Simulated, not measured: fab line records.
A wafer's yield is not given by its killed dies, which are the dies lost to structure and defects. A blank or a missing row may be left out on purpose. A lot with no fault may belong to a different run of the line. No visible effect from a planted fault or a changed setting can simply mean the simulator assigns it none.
A struck lot beside a sound one -- flow sky130 -- 14 steps out of a route of 708
Sound: wafers L891.1, L891.4, L891.6. The struck wafers were L884.3, L884.5, L884.6. The cause is given at the end.
At each step with rows: each side's tool, then ch and its chambers, then its first start. Under that, the readings that differ: sound wafers -- struck wafers -- difference of the means -- sigmas: that difference in standard deviations of wafers without a fault.
alike: same words and numbers on both sides, and readings whose means sit less than 2 such deviations apart. not compared: any withheld reading, any reading some wafer has no value for, any bound like >300 that may hide the same value, and any number with overlapping values for which the record gives no deviation.
A row with sigmas, a row that says differs or no value, or rows on one side alone: a step with any of these is where the two part. Non-overlapping numbers with no deviation appear without sigmas and do not part them. Lack of a reading on every wafer of one side parts them only where that side has two or more wafers.

SKY_LI_CONTACT_THK_MEAS_23: measures by xrf.
  sound: filmMetro-03 at day 36 04:29; struck: filmMetro-01 at day 33 00:22
  alike: LI_CONTACT_W_THK
SKY_LI_CONTACT_CMP_24: polishes, stops on PSG, t overpolish 20 s, target thk 0 nm.
  sound on cmp-01 ch 0,1,2, day 36 04:38; struck on cmp-02 ch 0,1,2, day 33 00:31
  alike: motorCurrentA, overpolishRunS, slurryFilterDpKPa, timeToEndpointS
SKY_LOCAL_INTERCONNECT_SPUTTER_00: material TiN, target thk 100 nm, time 83.3 s.
  sound: pvdSputter-04 at day 36 04:50; struck: pvdSputter-04 at day 33 00:43
  alike: throttleValvePct
SKY_LOCAL_INTERCONNECT_RS_MEAS_01: the measuring method here is four-point-probe.
  sound: filmMetro-02 at day 36 04:55; struck: filmMetro-01 at day 33 00:50
  alike: LOCAL_INTERCONNECT_TIN_RS
SKY_LOCAL_INTERCONNECT_THK_MEAS_02: measures by xrf.
  sound: filmMetro-02 at day 36 05:02; struck: filmMetro-01 at day 33 00:56
reading,sound,struck,difference,sigmas
LOCAL_INTERCONNECT_TIN_THK (nm),100.2 101.1 102.4,98.4 99.1 98.5,-2.6,-2
then, 7 steps without rows for these wafers: SKY_LOCAL_INTERCONNECT_DEHYDRATE_03 (time 60 s); SKY_LOCAL_INTERCONNECT_HMDS_04 (prime time 60 s); SKY_LOCAL_INTERCONNECT_COAT_05 (resist thk 60 nm); SKY_LOCAL_INTERCONNECT_COAT_06 (resist thk 450 nm); SKY_LOCAL_INTERCONNECT_SOFTBAKE_07 (time 90 s); SKY_LOCAL_INTERCONNECT_EXPOSE_08 (exposes mask LI1M, target cd 170 nm); SKY_LOCAL_INTERCONNECT_PEB_09.
SKY_LOCAL_INTERCONNECT_DEVELOP_10: develop time 60 s.
  struck on lithoTrack-03, day 34 03:00; sound on lithoTrack-01 ch 0, day 37 06:00
  no value came back on the struck wafers for chillPlateTempC (C), developTimeS (s), exhaustPa (Pa); on the sound wafers chillPlateTempC (C) reads 23.12 23.10 22.93
reading,sound,struck,difference,sigmas
model.KrF-thick_of_LOCAL_INTERCONNECT_COAT_06.thkNm (nm),437 436.8 436.4,449.7 450 450,+13.2,
SKY_LOCAL_INTERCONNECT_CD_MEAS_11 targets a cd of 170 nm.
  sound: cdSem-01 at day 37 06:57; struck: cdSem-02 at day 34 03:29
reading,sound,struck,difference,sigmas
cdNm (nm),170.1 172.4 171.5,- - -,no value on the struck wafers,

## WHERE THEY PART
At SKY_LOCAL_INTERCONNECT_THK_MEAS_02 first; at SKY_LOCAL_INTERCONNECT_CD_MEAS_11 last (within this record only).

WHY: whatever the simulator had introduced
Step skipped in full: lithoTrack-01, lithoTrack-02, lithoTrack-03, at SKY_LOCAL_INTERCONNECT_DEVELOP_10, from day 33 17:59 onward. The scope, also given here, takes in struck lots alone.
